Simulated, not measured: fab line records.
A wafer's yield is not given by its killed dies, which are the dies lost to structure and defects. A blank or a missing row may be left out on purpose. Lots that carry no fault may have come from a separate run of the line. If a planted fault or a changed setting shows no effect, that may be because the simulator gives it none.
Which tool did it? | flow gf180mcu | Sampling: 13 lots, 39 wafers, 5 of 602 route steps

WHAT EACH GAUGE READ, for each wafer
GF_HV_LDD_THK_MEAS_55.
lot  | measured     | on            | HV_LDD_CVD_54_THK (nm)
L762 | day 12 12:09 | film metro-01 | 9.89 9.96 10.05
L764 | day 12 19:49 | film metro-02 | 10.00 9.92 9.92
L765 | day 13 09:35 | film metro-02 | 10.00 9.97 9.93
L766 | day 13 21:17 | film metro-02 | 10.24 10.15 10.25
L767 | day 14 02:03 | film metro-01 | 10.07 9.98 10.06
L768 | day 14 08:01 | film metro-02 | 10.12 10.07 10.01
L769 | day 14 20:42 | film metro-02 | 10.20 10.27 10.13
L770 | day 15 02:37 | film metro-02 | 10.10 10.11 10.22
L771 | day 15 09:27 | film metro-01 | 7.19 7.14 7.24 7.19 7.17 7.29
L781 | day 19 12:57 | film metro-01 | 10.03 9.83 10.06
L783 | day 19 20:28 | film metro-04 | 9.98 9.95 9.92
L784 | day 20 00:38 | film metro-02 | 9.90 10.09 9.95
L785 | day 20 08:50 | film metro-04 | 9.87 10.01 10.04

GF_PSD_OVL_MEAS_08.
lot  | measured     | on         | PSD_OVL (nm)
L762 | day 14 06:39 | overlay-02 | -0.6 -1.1 -1.0
L764 | day 14 14:16 | overlay-02 | -0.4 -0.9 0.5
L765 | day 15 04:43 | overlay-01 | 2.2 2.4 2.5
L766 | day 15 17:28 | overlay-01 | -2.0 1.7 -2.3
L767 | day 15 22:40 | overlay-01 | -1.5 -1.2 -1.2
L768 | day 16 04:09 | overlay-01 | 0.2 -0.4 -0.4
L769 | day 16 19:17 | overlay-02 | -2.0 1.3 -1.9
L770 | day 17 00:46 | overlay-02 | -1.2 -0.9 -1.5
L771 | day 17 08:21 | overlay-02 | 0.0 -0.4 0.9
L781 | day 21 14:44 | overlay-02 | -0.1 -2.7 -1.2
L783 | day 21 21:50 | overlay-02 | 0.9 1.5 0.3
L784 | day 22 02:17 | overlay-02 | -5.4 -3.4 -3.3
L785 | day 22 09:32 | overlay-02 | 0.4 -1.4 0.4

GF_SAB_OVL_MEAS_10.
lot  | measured     | on         | SAB_OVL (nm)
L762 | day 15 03:32 | overlay-01 | 1.4 0.8 1.9
L764 | day 15 12:02 | overlay-02 | 3.6 4.1 2.4
L765 | day 16 02:50 | overlay-01 | 1.5 -0.6 1.0
L766 | day 16 15:48 | overlay-01 | 0.2 0.4 1.2
L767 | day 16 22:05 | overlay-02 | 4.7 1.4 3.6
L768 | day 17 03:18 | overlay-02 | -0.3 0.5 0.6
L769 | day 17 18:26 | overlay-02 | 1.8 1.7 3.2
L770 | day 18 00:41 | overlay-02 | 1.2 3.5 2.3
L771 | day 18 09:38 | overlay-01 | -0.1 1.8 3.0
L781 | day 22 14:29 | overlay-01 | 2.3 1.6 0.2
L783 | day 22 22:22 | overlay-02 | -0.6 0.3 0.9
L784 | day 23 01:53 | overlay-01 | 1.6 2.4 0.4
L785 | day 23 09:29 | overlay-01 | 4.3 4.6 2.5

EACH LOT AND THE TOOL THAT RAN IT (in order: tool; ch and the chambers of the sampled wafers; start)
lot  | GF_HV_LDD_STRIP_37                   | GF_HV_LDD_CVD_54
L762 | plasma asher-04 ch 0,1, day 11 15:52 | lpcvd-01 ch 1, day 12 11:08
L764 | plasma asher-02 ch 0,1, day 11 22:42 | lpcvd-02 ch 1, day 12 18:16
L765 | plasma asher-04 ch 0,1, day 12 11:27 | lpcvd-02 ch 1, day 13 08:02
L766 | plasma asher-04 ch 0,1, day 12 23:26 | lpcvd-01 ch 1, day 13 20:16
L767 | plasma asher-02 ch 0,1, day 13 04:52 | lpcvd-01 ch 0, day 14 01:01
L768 | plasma asher-02 ch 0,1, day 13 09:40 | lpcvd-02 ch 0, day 14 06:28
L769 | plasma asher-01 ch 0,1, day 13 22:15 | lpcvd-01 ch 1, day 14 19:40
L770 | plasma asher-04 ch 0,1, day 14 04:12 | lpcvd-01 ch 0, day 15 01:34
L771 | plasma asher-01 ch 1, day 14 10:28   | lpcvd-01 ch 1, day 15 08:26
L781 | plasma asher-02 ch 0,1, day 18 10:31 | lpcvd-02 ch 1, day 19 11:25
L783 | plasma asher-02 ch 0,1, day 18 17:00 | lpcvd-02 ch 1, day 19 18:55
L784 | plasma asher-02 ch 0,1, day 18 22:38 | lpcvd-02 ch 0, day 19 23:37
L785 | plasma asher-02 ch 0,1, day 19 07:19 | lpcvd-02 ch 0, day 20 07:49
- GF_HV_LDD_STRIP_37: strips in O2/N2.
- GF_HV_LDD_CVD_54: deposits SiO2 from TEOS, target thk 10 nm, time 75 s.

WHAT THE TOOLS THEMSELVES READ (means of the sampled wafers that have a number; where no wafer has one, the mark that the record gives instead)
GF_HV_LDD_STRIP_37.
lot  | tool            | drypump motor current A (A) | heater power w (W) | oes product au (a.u.) | strip time to endpoint s (s)
L762 | plasma asher-04 | 5.49                        | 323                | 0.714                 | 12.60
L764 | plasma asher-02 | 5.40                        | 341                | 0.716                 | 12.61
L765 | plasma asher-04 | 5.64                        | 323                | 0.716                 | 12.60
L766 | plasma asher-04 | 5.62                        | 318                | 0.718                 | 12.67
L767 | plasma asher-02 | 5.42                        | 343                | 0.714                 | 12.64
L768 | plasma asher-02 | 5.41                        | 345                | 0.720                 | 12.57
L769 | plasma asher-01 | 5.64                        | 384                | 0.714                 | 12.62
L770 | plasma asher-04 | 5.47                        | 322                | 0.713                 | 12.62
L771 | plasma asher-01 | 5.53                        | 374                | 0.717                 | 12.64
L781 | plasma asher-02 | 5.40                        | 346                | 0.722                 | 12.63
L783 | plasma asher-02 | 5.20                        | 330                | 0.715                 | 12.63
L784 | plasma asher-02 | 5.21                        | 329                | 0.718                 | 12.62
L785 | plasma asher-02 | 5.21                        | 333                | 0.721                 | 12.62

GF_HV_LDD_CVD_54.
lot  | tool     | spike tc lower C (C)
L762 | lpcvd-01 | 679.4
L764 | lpcvd-02 | 680.6
L765 | lpcvd-02 | 680.8
L766 | lpcvd-01 | 679.8
L767 | lpcvd-01 | 681.3
L768 | lpcvd-02 | 680.4
L769 | lpcvd-01 | 680.6
L770 | lpcvd-01 | 681.1
L771 | lpcvd-01 | 678.4
L781 | lpcvd-02 | 680.7
L783 | lpcvd-02 | 681.0
L784 | lpcvd-02 | 680.2
L785 | lpcvd-02 | 679.2

THE ANSWER, worked out from the rows above alone
Rule: the usual values come from the lots themselves. Put in order of their means at a reading, lots are off if they are a third of the lots or fewer, leave a main group of 4 or more, and stand apart from it by a gap of 3 or more times the standard deviation of the main group's means; of several such gaps the widest counts. Not used: any main group whose means are identical at the precision the tables above print for the reading. A lot without any number at a reading at which 4 lots or more have one is off too. The other lots that the step has rows for count as sound. The gauges are gone through in route order, then the tools' own readings, and for those a lot's mean is taken as printed above. At the first step where some lot is off, the reading lying furthest off is the one used; lots without a number count as furthest.
Off: L771, at GF_HV_LDD_THK_MEAS_55 (HV_LDD_CVD_54_THK). The main group has a mean of 10.03 nm with a standard deviation of 0.094.
A tool fits if, at a process step before that reading, it ran every lot that is off, and no sound lot after the first of them. Those tools and the gauges at GF_HV_LDD_THK_MEAS_55 are tried in the same way. This does not decide it: 2 tools fit, namely plasma asher-01 at GF_HV_LDD_STRIP_37 and lpcvd-01 at GF_HV_LDD_CVD_54.

WHAT WAS PUT IN BY THE SIMULATOR
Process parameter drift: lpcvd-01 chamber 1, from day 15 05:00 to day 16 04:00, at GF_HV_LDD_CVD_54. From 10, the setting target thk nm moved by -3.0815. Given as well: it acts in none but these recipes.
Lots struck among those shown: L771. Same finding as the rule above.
